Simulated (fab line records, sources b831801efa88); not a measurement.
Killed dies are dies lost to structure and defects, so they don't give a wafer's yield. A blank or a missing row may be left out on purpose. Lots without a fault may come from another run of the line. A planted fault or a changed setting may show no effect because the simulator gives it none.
Which tool did it? | flow sky130 | 7 lots, 21 wafers sampled, at 2 steps of a route of 708

WHAT THE GAUGES READ, wafer by wafer
SKY_GATE_OXIDE_THK_MEAS_02.
lot  | measured     | on            | GATE_OXIDE_OXIDATION_00_THK (nm)
L236 | day 13 02:35 | film_metro-01 | 10.33 10.38 10.41
L240 | day 14 19:13 | film_metro-01 | 10.43 10.67 10.66
L245 | day 17 05:57 | film_metro-04 | 9.41 9.37 9.46 9.44 9.40 9.33
L247 | day 17 10:09 | film_metro-01 | 10.40 10.27 10.38
L250 | day 18 05:10 | film_metro-01 | 10.29 10.27 10.39
L253 | day 19 06:19 | film_metro-02 | 9.96 10.23 10.21
L256 | day 19 23:00 | film_metro-01 | 10.04 9.99 10.16

WHICH TOOL RAN EACH LOT (tool, then ch and the chambers of the sampled wafers, then the start)
lot  | SKY_GATE_OXIDE_OXIDATION_01
L236 | furnace-02 ch 0, day 13 01:09
L240 | furnace-01 ch 0, day 14 17:49
L245 | furnace-02 ch 0, day 17 04:32
L247 | furnace-01 ch 0, day 17 08:44
L250 | furnace-01 ch 0, day 18 03:44
L253 | furnace-01 ch 0, day 19 04:53
L256 | furnace-01 ch 0, day 19 21:35
- SKY_GATE_OXIDE_OXIDATION_01: stabilise 600 s, purge 300 s, target thk 10.268 nm.

THE ANSWER, worked out from the rows above alone
Rule: what is usual is taken from the lots themselves. Put in order of their means at a reading, lots are off if they are a third of the lots or fewer, leave a main group of 4 or more, and stand apart from it by a gap of 3 or more times the standard deviation of the main group's means; of several such gaps the widest counts. A main group whose means are all the same, to the digits that the tables above print for the reading, isn't used. A lot without any number at a reading at which 4 lots or more have one is off too. The other lots that the step has rows for count as sound.
Off: L245, at SKY_GATE_OXIDE_THK_MEAS_02 (GATE_OXIDE_OXIDATION_00_THK). The main group: mean 10.30 nm, standard deviation 0.17.
A tool fits if, at a process step before that reading, it ran every lot that is off, and no sound lot after the first of them. The gauges at SKY_GATE_OXIDE_THK_MEAS_02 are tried like those tools. Can't be told from this: 2 tools fit, furnace-02 at SKY_GATE_OXIDE_OXIDATION_01, film_metro-04 at SKY_GATE_OXIDE_THK_MEAS_02.

WHAT THE SIMULATOR HAD PUT IN
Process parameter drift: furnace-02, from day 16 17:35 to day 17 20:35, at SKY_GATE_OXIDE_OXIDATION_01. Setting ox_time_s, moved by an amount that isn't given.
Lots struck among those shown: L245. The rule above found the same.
